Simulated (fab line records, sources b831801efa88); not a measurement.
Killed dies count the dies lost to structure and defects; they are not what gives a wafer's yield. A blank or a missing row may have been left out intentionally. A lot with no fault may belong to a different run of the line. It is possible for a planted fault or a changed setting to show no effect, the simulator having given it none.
Split-lot study | flow sky130 | 23 wafers read across 5 lots, on a route 708 steps long

THE SPLIT ITSELF
At SKY_VT_ADJUST_NCORE_EXPOSE_04 (exposes mask LVTN COMPLEMENT THIN, target cd 380 nm), the setting dose mj was moved away from the recipe's 139 on 8 of the 23 wafers read, by -5.5% to +6.5%. All remaining wafers had this setting at the recipe value.

FROM THE SPLIT TO THE READING: what the file shows between them, 2 steps
- SKY_VT_ADJUST_NCORE_PEB_05
- SKY_VT_ADJUST_NCORE_DEVELOP_06: develop time 60 s

THE READING
cd nm, in nm, at SKY_VT_ADJUST_NCORE_CD_MEAS_07 (target cd 380 nm). A value of 380 nm with a standard deviation of 3.3 nm is what fault-free wafers of this fab line usually give.

wafer  | tool, chamber at the split | dose mj as run | against the recipe | cd nm, nm | against lot-mates on the recipe
L074.1 | iline stepper-02, 0        | 139            | recipe             | 384       | -
L074.4 | iline stepper-02, 0        | 139            | recipe             | 383       | -
L074.5 | iline stepper-02, 0        | 139            | recipe             | 381       | -
L077.1 | iline stepper-01, 0        | 139            | recipe             | 380       | -
L077.2 | iline stepper-01, 0        | 131.3          | -5.5%              | 363       | -15
L077.3 | iline stepper-01, 0        | 139            | recipe             | 378       | -
L077.4 | iline stepper-01, 0        | 131.3          | -5.5%              | 361       | -17
L077.6 | iline stepper-01, 0        | 139            | recipe             | 375       | -
L078.1 | iline stepper-02, 0        | 139            | recipe             | 381       | -
L078.2 | iline stepper-02, 0        | 139            | recipe             | 381       | -
L078.3 | iline stepper-02, 0        | 139            | recipe             | 379       | -
L078.4 | iline stepper-02, 0        | 148.1          | +6.5%              | 397       | +17
L078.5 | iline stepper-02, 0        | 148.1          | +6.5%              | 398       | +18
L082.1 | iline stepper-01, 0        | 139            | recipe             | 377       | -
L082.2 | iline stepper-01, 0        | 134.3          | -3.4%              | 368       | -10
L082.3 | iline stepper-01, 0        | 139            | recipe             | 379       | -
L082.4 | iline stepper-01, 0        | 134.3          | -3.4%              | 369       | -9
L082.5 | iline stepper-01, 0        | 139            | recipe             | 377       | -
L083.1 | iline stepper-01, 0        | 144.9          | +4.2%              | 392       | +12
L083.2 | iline stepper-01, 0        | 144.9          | +4.2%              | 393       | +13
L083.4 | iline stepper-01, 0        | 139            | recipe             | 380       | -
L083.5 | iline stepper-01, 0        | 139            | recipe             | 379       | -
L083.6 | iline stepper-01, 0        | 139            | recipe             | 381       | -

THE FIT
A straight line over all 23 wafers: cd nm changes by +2.99 nm for each +1% of dose mj; r = +0.98; the points scatter about the line by 2.1 nm.
The same after taking each lot's own level away (the mean of its wafers on the recipe; 23 wafers): +2.75 nm for each +1%; r = +0.99; scatter 1.2 nm.
That fit puts the effect of the largest move of dose mj on the reading at 18 nm.
From 377.7 to 382.7 nm: that is the span of the lots' own levels, equal to 1.5 times the standard deviation above.
The two slopes agree, so the slope changes little with the lot-to-lot level.
Check: +18.4 nm against its lot-mates is what the line predicts for one of the wafers moved furthest among these (+6.5%) when that wafer is left out of the fit. Against them it came out at +16.7 nm.

THE FILE'S OWN FIT
cd nm changes by +2.74 nm for each +1% of dose mj, r = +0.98.
